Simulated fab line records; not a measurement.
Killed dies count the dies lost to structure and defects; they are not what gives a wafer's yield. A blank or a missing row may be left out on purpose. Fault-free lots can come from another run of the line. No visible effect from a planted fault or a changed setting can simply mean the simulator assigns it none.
Comparing a struck lot with a sound one	flow gf180mcu	27 steps out of a route of 602
Sound: the wafers L150.1, L150.3, L150.5. The struck wafers were L155.1, L155.2, L155.3. The cause is given at the end.
At each step with rows: each side's tool, then ch and its chambers, then its first start. Under that, the readings that differ: sound wafers	struck wafers	difference of the means	sigmas: that difference in standard deviations of wafers without a fault.
alike: same words and numbers on both sides, and readings whose means sit less than 2 such deviations apart. not compared: any withheld reading, any reading some wafer has no value for, any bound like >300 that may hide the same value, and any number with overlapping values for which the record gives no deviation.
Wherever a step has rows on one side only, a row that says differs or no value, or a row with sigmas, the two part there. Non-overlapping numbers with no deviation appear without sigmas and do not part them. Lack of a reading on every wafer of one side parts them only where that side has two or more wafers.

first, 3 steps without rows for these wafers: GF_STI_WET_ETCH_27 (etches Si3N4 in H3PO4, target depth 160 nm, time 1825 s); GF_STI_WET_ETCH_28 (etches SiO2 in dHF, target depth 20 nm, time 40 s); GF_STI_OXIDATION_29 (stabilise 600 s, purge 300 s, target thk 10 nm).
GF_STI_THK_MEAS_30:
  struck on film-metro-02, day 3 08:28; sound on film-metro-02, day 2 07:19
  alike: STI_OXIDATION_02_THK
then, 8 steps without rows for these wafers: GF_DNWELL_DEHYDRATE_00 (time 60 s); GF_DNWELL_HMDS_01 (prime time 60 s); GF_DNWELL_COAT_02 (resist thk 3000 nm); GF_DNWELL_SOFTBAKE_03; GF_DNWELL_EXPOSE_04 (exposes mask DNWELL, target cd 1700 nm); GF_DNWELL_PEB_05; GF_DNWELL_DEVELOP_06 (develop time 60 s); GF_DNWELL_IMPLANT_07.
GF_DNWELL_STRIP_08: strips in O2/N2.
  sound on plasma-asher-04 ch 0,1, day 2 19:10; struck on plasma-asher-03 ch 0,1, day 3 21:44
  no value came back on the struck wafers for any of 5 readings (chamber-pressure-mTorr (mTorr), drypump-motor-current-A (A) and others); on the sound wafers chamber-pressure-mTorr (mTorr) reads 1499.8 1500.8 1501.9
reading	sound	struck	difference	sigmas
model.coat_of_DNWELL_COAT_02.thk-nm (nm)	0 0 0	2998 2999 3005	+3001	
  not compared: rf-hours-counter-h
GF_DNWELL_TW_MEAS_09:
  struck on film-metro-02, day 3 21:50; sound on film-metro-03, day 2 19:16
  alike: DNWELL_TW
then, 7 steps without rows for these wafers: GF_NWELL_DEHYDRATE_00 (time 60 s); GF_NWELL_HMDS_01 (prime time 60 s); GF_NWELL_COAT_02 (resist thk 3000 nm); GF_NWELL_SOFTBAKE_03; GF_NWELL_EXPOSE_04 (exposes mask Nwell, target cd 860 nm); GF_NWELL_PEB_05; GF_NWELL_DEVELOP_06 (develop time 60 s).
GF_NWELL_OVL_MEAS_07:
  struck on overlay-01, day 4 11:01; sound on overlay-01, day 3 07:35
  alike: NWELL_OVL
then, 2 steps without rows for these wafers: GF_NWELL_IMPLANT_08; GF_NWELL_IMPLANT_09.
GF_NWELL_STRIP_10: strips in O2/N2.
  sound on plasma-asher-01 ch 0, day 3 07:55; struck on plasma-asher-02 ch 0,1, day 4 11:22
reading	sound	struck	difference	sigmas
oes-product-au (a.u.)	0.721 0.721 0.729	0.741 0.744 0.733	+0.016	+4
strip-time-to-endpoint-s (s)	36.91 36.98 36.88	81.15 81.23 81.32	+44.31	+99 or more
  alike: chamber-pressure-mTorr, drypump-motor-current-A, heater-power-w
  not compared: rf-hours-counter-h
GF_NWELL_TW_MEAS_11:
  struck on film-metro-01, day 4 11:28; sound on film-metro-03, day 3 08:01
reading	sound	struck	difference	sigmas
NWELL_TW	1575 1572 1584	30 30 29	-1547	-99 or more
then, 1 step without rows for these wafers: GF_LVPWELL_DEHYDRATE_00 (time 60 s).

WHERE THEY PART
Earliest at GF_DNWELL_STRIP_08; latest, in this record, at GF_NWELL_TW_MEAS_11.

WHY: whatever the simulator had introduced
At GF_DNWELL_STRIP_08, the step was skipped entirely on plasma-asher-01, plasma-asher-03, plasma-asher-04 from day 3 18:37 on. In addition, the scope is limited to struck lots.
